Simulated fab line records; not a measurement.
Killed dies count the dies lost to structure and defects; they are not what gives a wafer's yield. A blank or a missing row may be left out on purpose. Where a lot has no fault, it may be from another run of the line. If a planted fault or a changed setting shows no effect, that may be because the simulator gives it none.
One fault seen from 2 desks ; flow sky130 ; only its own numbers are on each desk; what lay behind them is given at the end

FOR THE TOOL OWNER'S DESK: litho_track-01
The tool's own readings at SKY_LDD_P_HMDS_01 (prime time 60 s): means of the sampled wafers that have a number, for each lot that ran on this tool. Any lot whose mean is over 4 standard deviations away from the usual mean is out of limits and marked OUT; that distance is given in the brackets.
Columns: A = exhaust_pa at SKY_LDD_P_HMDS_01, usual 45.3 Pa; B = prime_temp_c at SKY_LDD_P_HMDS_01, usual 120.01 C
lot;first seen here;A;B
L268;day 21 19:00;46.0;116.76 (-25) OUT
L270;day 22 13:05;46.0;116.82 (-25) OUT
L280;day 25 21:56;45.8;120.12
L281;day 26 07:14;45.8;120.17
L283;day 26 20:50;45.8;120.03
L284;day 27 14:44;45.0;120.13
This desk's finding: out of limits on L268, L270; first on L268, day 21 19:00 (prime_temp_c at SKY_LDD_P_HMDS_01). Within limits: L280, L281, L283, L284.

FROM THE METROLOGY DESK
Means of the sampled wafers that have a number, per lot and without regard to the tool the lot ran on: this is what the gauges read. Any lot whose mean is over 4 standard deviations away from the usual mean is out of limits and marked OUT; that distance is given in the brackets.
Columns: A = cd_nm at SKY_POLY_CUT_CD_MEAS_08, usual 269.7 nm
lot;first seen here;A
L262;day 24 23:44;267.3
L268;day 27 11:07;269.6
L270;day 28 05:05;268.0
L275;day 29 23:31;269.2
L276;day 30 05:32;269.0
L278;day 30 21:42;269.3
L279;day 31 07:23;271.7
L280;day 31 10:28;269.6
L281;day 31 17:41;271.3
L282;day 31 22:39;270.7
L283;day 32 06:15;270.5
L284;day 32 22:43;271.8
This desk's verdict: no lot among the 12 shows anything out of limits.

ALL TOGETHER
The tool owner's desk had the chance to raise an alarm at day 21 19:00 on L268, L270.
Nothing out of limits was seen by the metrology desk.
The metrology desk has L268, L270 on record, within its limits.
SKY_LDD_P_HMDS_01 was run on litho_track-01 by each of the lots named.

WHAT THE SIMULATOR HAD PUT IN
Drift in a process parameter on litho_track-01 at SKY_LDD_P_HMDS_01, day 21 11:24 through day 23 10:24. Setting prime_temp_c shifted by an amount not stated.
Struck lots among those shown: L268, L270.
Time in hours from fault onset to the first out-of-limits reading at each desk: the tool owner's desk, 8.
